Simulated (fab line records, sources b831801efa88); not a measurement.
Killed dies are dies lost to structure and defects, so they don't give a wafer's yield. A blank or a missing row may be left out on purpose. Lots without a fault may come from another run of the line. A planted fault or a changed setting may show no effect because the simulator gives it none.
Problem report in the 8D (eight disciplines) form, filled by code | flow gf180mcu | the parts of the form that need people (team, actions taken, sign-off) are left out

1. THE PROBLEM
V3_W_RS at GF_V3_RS_MEAS_24 reads a mean of 0.417 ohm/sq on 4 wafers of 2 lots; wafers without a fault read 0.328 ohm/sq with a standard deviation of 0.0045. That is +20 standard deviations from the usual mean.
The step: measures by four-point-probe.
First seen on wafer L967.1, day 26 03:14, on film_metro-02. The record holds 33 wafers of 11 lots with a number at this step. Rule for "out", or "out of limits": more than 4 standard deviations from the usual mean. The other wafers with a number count as sound.

2. WHAT IT IS AND WHAT IT IS NOT
question                    | is                             | is not
which readings at this step | V3_W_RS                        | -
which lots                  | L967, L968                     | L957, L958, L966, L974, L976, L977, L978, L979, L980
which wafers of those lots  | L967.1, L967.4, L968.4, L968.6 | L967.3, L968.3
read on which gauges        | film_metro-01, film_metro-02   | film_metro-03
when                        | from day 26 03:14              | up to then (10 sound wafers); but 19 sound wafers of L968, L974, L976, L977, L978, L979, L980 came after

3. SUSPECTS, AND WHAT RULES EACH OUT
Counting: a tool at a process step up to the reading stays a suspect if it ran every lot that is out. Sound lots after the first of them don't rule it out here, since some wafers of a struck lot are sound.
- the gauge at GF_V3_RS_MEAS_24: ruled out. The wafers that are out were read on 2 gauges (film_metro-01, film_metro-02).
- pvd_sputter-04 at GF_M3_SPUTTER_03 (material Ti, target thk 10 nm, time 6.7 s): kept. It ran every lot that is out, first L967 (day 24 04:52).
- cvd_w-01 at GF_V3_CVD_23 (deposits W, target thk 350 nm, time 104.9 s): kept. It ran every lot that is out, first L967 (day 26 03:07).
- Within cvd_w-01 at GF_V3_CVD_23: the wafers that are out ran in chamber 0; their sound lot-mates ran in chamber 1.
Left after counting: pvd_sputter-04 at GF_M3_SPUTTER_03, cvd_w-01 at GF_V3_CVD_23.

4. THE CAUSE (what the simulator had put in)
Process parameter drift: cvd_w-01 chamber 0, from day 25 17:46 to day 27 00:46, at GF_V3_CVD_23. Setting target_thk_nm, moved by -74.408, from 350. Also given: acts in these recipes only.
Counting left 2 suspects, and this tool is among them.

5. THE CHAIN OF EFFECTS, in route order
Each row: a reading whose mean over the struck wafers that have a number lies more than 3 standard deviations from the usual. Only readings for which the record gives a usual standard deviation are gone through. hours: the time from each lot's start at the first step in this table that gives one to its start at this step, as a median over the lots. sigmas: the change in usual standard deviations.
hours | step              | reading            | usual        | on struck wafers | change | sigmas
0     | GF_V3_RS_MEAS_24  | V3_W_RS            | 0.328 ohm/sq | 0.417            | +0.089 | +20
0     | GF_V3_THK_MEAS_25 | V3_W_THK           | 351 nm       | 276              | -75    | -12
0     | GF_V3_CMP_26      | time_to_endpoint_s | 85 s         | 66               | -20    | -6.3
The process steps in it:
- GF_V3_CMP_26: polishes, stops on SiO2, t overpolish 15 s, target thk 0 nm.

6. WHAT WOULD HAVE CAUGHT IT SOONER
In this record the first reading out of limits at a measuring or inspecting step was taken at day 26 03:14, 9 hours after the fault began at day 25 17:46.
Of the tool readings at GF_V3_CVD_23 for which the record gives a usual standard deviation, none was out on any struck wafer, so an alarm limit of 4 standard deviations on them would not have fired.
Of the lots that are out (2), L968 began GF_V3_CVD_23 on cvd_w-01 after day 26 03:14. A hold on the tool at that time would have spared it.
